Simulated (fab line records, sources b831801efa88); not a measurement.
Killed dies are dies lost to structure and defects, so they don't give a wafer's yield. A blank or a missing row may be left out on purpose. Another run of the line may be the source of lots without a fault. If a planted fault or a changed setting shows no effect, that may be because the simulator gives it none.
Chamber matching | flow sky130 | SKY_VIA2_CMP_02 on cmp-02 has 4 sister chambers
The step polishes SiO2. 8 wafers are shown with their chamber, then 12 later ones without.

## EACH WAFER AND ITS CHAMBER
wafer  | chamber | motor_current_A (A)
L086.3 | 0       | 13.1
L087.1 | 1       | 11.8
L087.4 | 0       | 12.6
L088.1 | 2       | 13.3
L088.3 | 1       | 11.3
L091.1 | 3       | 12.4
L091.4 | 2       | 13.2
L091.6 | 3       | 11.3

## WAFERS WITHOUT THEIR CHAMBER
wafer  | motor_current_A (A)
L091.2 | 12.3
L091.3 | 11.3
L091.5 | 14.0
L092.1 | 12.2
L092.5 | 12.4
L092.6 | 12.0
L094.2 | 13.7
L094.4 | 11.2
L094.5 | 14.3
L097.4 | 11.7
L097.5 | 12.2
L097.6 | 14.0

## EACH ONE'S CHAMBER
wafer  | from the rows above               | in truth
L091.2 | can't be placed: 3 or 0 or 1 or 2 | 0
L091.3 | can't be placed: 1 or 3           | 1
L091.5 | can't be placed: 2 or 0           | 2
L092.1 | can't be placed: 3 or 1 or 0 or 2 | 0
L092.5 | can't be placed: 0 or 3 or 1 or 2 | 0
L092.6 | can't be placed: 3 or 1 or 0      | 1
L094.2 | can't be placed: 2 or 0           | 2
L094.4 | can't be placed: 1 or 3           | 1
L094.5 | can't be placed: 2 or 0           | 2
L097.4 | can't be placed: 1 or 3           | 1
L097.5 | can't be placed: 3 or 1 or 0 or 2 | 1
L097.6 | can't be placed: 2 or 0           | 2
Correct placement for 0 of the 12. Unplaceable from these rows: 12, with the true chamber sitting among the candidates in 12. Number placed wrongly: 0.
How it was worked out, from the rows above alone: a wafer's distance from a chamber is the root of the sum, over the readings, of the square of ((its reading less the chamber's mean) divided by the reading's scatter). If the next closest chamber is less than 2 further off than the closest, the wafer can't be placed; otherwise it belongs to the closest. A chamber's mean is the mean of its shown wafers. The scatter is the square root of a quotient: the sum, over the shown wafers, of each reading's squared deviation from its chamber's mean, divided by wafers minus chambers.
